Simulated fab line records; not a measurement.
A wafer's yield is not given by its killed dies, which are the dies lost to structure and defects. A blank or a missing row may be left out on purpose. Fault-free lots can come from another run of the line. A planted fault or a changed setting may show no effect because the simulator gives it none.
8D (eight disciplines) problem report, filled in by code / flow gf180mcu / the parts of the form that need people (team, actions taken, sign-off) are left out

1. WHAT IS WRONG
V3_CVD_02_THK at GF_V3_THK_MEAS_03 reads a mean of 1209 nm on 3 wafers of 2 lots; wafers without a fault read 850 nm with a standard deviation of 10. That puts it +36 standard deviations away from the usual mean.
Seen first at day 26 00:03 on film metro-03, wafer L359.6. The record has a number at this step for 36 wafers belonging to 12 lots. Rule for "out" (also "out of limits"): further than 4 standard deviations from the usual mean. The other wafers with a number count as sound.

2. WHAT THIS IS AND IS NOT
question=which readings at this step | is=V3_CVD_02_THK | is not=-
question=which lots | is=L359, L360 | is not=L346, L348, L351, L353, L354, L355, L358, L361, L368, L369
question=which wafers of those lots | is=L359.6, L360.1, L360.4 | is not=L359.1, L359.3, L360.2
question=read on which gauges | is=film metro-03, film metro-04 | is not=film metro-02
question=when | is=from day 26 00:03 | is not=up to then (23 sound wafers); but 10 sound wafers of L360, L361, L368, L369 came after

3. WHAT RULES OUT EACH SUSPECT
Counting: any tool at a process step up to the reading remains a suspect provided it ran every lot that is out. Sound lots after the first of them don't rule it out here, since some wafers of a struck lot are sound.
- the gauge at GF_V3_THK_MEAS_03 has been ruled out. The wafers that are out were read on 2 gauges (film metro-03, film metro-04).
- pecvd-04 at GF_V3_CVD_02 (deposits SiO2 from TEOS, target thk 850 nm, time 94.851 s): kept. It processed each lot that is out (first: L359, day 25 23:59); up to then, its last sound lot is L355 (day 24 23:07).
- pecvd-04, GF_V3_CVD_02: wafers that are out in chamber 0, sound lot-mates in chambers 1, 2.
Remaining after the count: pecvd-04 at GF_V3_CVD_02.

4. THE CAUSE (what the simulator had put in)
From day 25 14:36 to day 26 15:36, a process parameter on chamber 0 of pecvd-04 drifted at GF_V3_CVD_02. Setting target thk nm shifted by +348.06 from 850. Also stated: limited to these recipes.
After counting, this tool was the only one left.

5. THE CHAIN OF EFFECTS, in route order
Each row: a reading whose mean over the struck wafers that have a number lies more than 3 standard deviations from the usual. Only readings whose record carries a usual standard deviation are examined. hours: median over the lots of the time between each lot's start at the first step of this table that gives one and its start at this step. sigmas: the change, counted in usual standard deviations.
hours=0; step=GF_V3_THK_MEAS_03; reading=V3_CVD_02_THK; usual=850 nm; on struck wafers=1209; change=+359; sigmas=+36
hours=0; step=GF_V3_CMP_04; reading=time to endpoint s; usual=78 s; on struck wafers=211; change=+133; sigmas=+27
Its process steps:
- GF_V3_CMP_04: polishes SiO2.
Later steps that measure or inspect, where all struck wafers having a row at the step show a number for every such reading and not one has moved that far: GF_V3_BOW_MEAS_05.

6. HOW IT WOULD HAVE BEEN CAUGHT EARLIER
9 hours passed between the start of the fault at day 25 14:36 and the first reading out of limits at a measuring or inspecting step in this record, taken at day 26 00:03.
Tool readings at GF_V3_CVD_02 with a usual standard deviation given in the record: none out on any struck wafer, hence no alarm at a limit of 4 standard deviations on them.
Of the lots that are out (2), L360 began GF_V3_CVD_02 on pecvd-04 after day 26 00:03. It would have been spared by a hold on the tool at that moment.
